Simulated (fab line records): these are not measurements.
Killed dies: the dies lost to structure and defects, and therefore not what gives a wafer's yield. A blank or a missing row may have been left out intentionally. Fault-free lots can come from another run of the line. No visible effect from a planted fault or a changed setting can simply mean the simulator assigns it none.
Problem report, 8D (eight disciplines) form, completed by code	flow gf180mcu	the parts of the form that need people (team, actions taken, sign-off) are left out

1. THE ISSUE
Across 6 wafers from 2 lots, V3_W_RS at GF_V3_RS_MEAS_24 averages 0.469 ohm/sq, while fault-free wafers read 0.327 ohm/sq with a standard deviation of 0.0059. Relative to the usual mean, that is a shift of +24 standard deviations.
The step: measures by four-point-probe.
The first sign was on wafer L348.1 at day 23 23:52, on film_metro-02. Wafers with a number at this step in the record: 33, from 11 lots. The rule behind "out" and "out of limits": a value lying over 4 standard deviations away from the usual mean. The other wafers with a number count as sound.

2. WHAT IT IS, WHAT IT ISN'T
question	is	is not
which readings at this step	V3_W_RS	-
which lots	L348, L349	L345, L350, L356, L357, L358, L360, L361, L363, L367
which wafers of those lots	all that have a number	-
read on which gauges	film_metro-02	film_metro-01, film_metro-04
when	from day 23 23:52	up to then (3 sound wafers); but 24 sound wafers of L350, L356, L357, L358, L360, L361, L363, L367 came after

3. WHAT RULES OUT EACH SUSPECT
Counting: a tool at a process step up to the reading stays a suspect if it ran every lot that is out and no sound lot after the first of them.
- the gauge at GF_V3_RS_MEAS_24 has been ruled out. All the wafers that are out were read on film_metro-02, but those of them that GF_V3_CMP_26 has rows for are out there too, on other tools.
- pvd_sputter-04 at GF_V2_SPUTTER_21 (material Ti, target thk 15 nm, time 80.02 s): ruled out as a lasting fault. After its first lot that is out, L348 (day 21 22:38), sound lots L356, L367 ran on it.
- cvd_w-01 at GF_V3_CVD_23 (deposits W, target thk 350 nm, time 104.9 s): ruled out as a lasting fault. After its first lot that is out, L348 (day 23 23:45), sound lots L356, L357, L358, L360, L363, L367 ran on it.
Left after counting: nothing in the record.

4. THE CAUSE (what the simulator had put in)
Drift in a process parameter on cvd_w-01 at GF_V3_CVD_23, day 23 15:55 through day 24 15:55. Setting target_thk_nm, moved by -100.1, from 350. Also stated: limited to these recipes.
It was ruled out by counting, in error; the rule expects a fault to strike all lots run on its tool from its start on, and this fault did not.

5. THE EFFECT CHAIN, in route order
One row per reading whose mean, taken over the struck wafers that have a number, lies over 3 standard deviations from the usual. Scope: only readings with a usual standard deviation given in the record; hours: median across lots of the time from each lot's start at the first step in this table that gives one to its start at this step; sigmas: change in usual standard deviations.
hours	step	reading	usual	on struck wafers	change	sigmas
0	GF_V3_RS_MEAS_24	V3_W_RS	0.327 ohm/sq	0.469	+0.142	+24
0	GF_V3_THK_MEAS_25	V3_W_THK	358 nm	248	-110	-14
0	GF_V3_CMP_26	time_to_endpoint_s	84 s	59	-25	-8.0
Process steps it contains:
- GF_V3_CMP_26: polishes, stops on SiO2, t overpolish 15 s, target thk 0 nm.

6. WHAT WOULD HAVE CAUGHT IT SOONER
Counted from the fault's start at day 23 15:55, it took 8 hours until the first out-of-limits reading at a measuring or inspecting step in this record, taken at day 23 23:52.
No tool reading at GF_V3_CVD_23 that has a usual standard deviation in the record was out on any struck wafer, so an alarm limit of 4 standard deviations on those readings would not have fired.
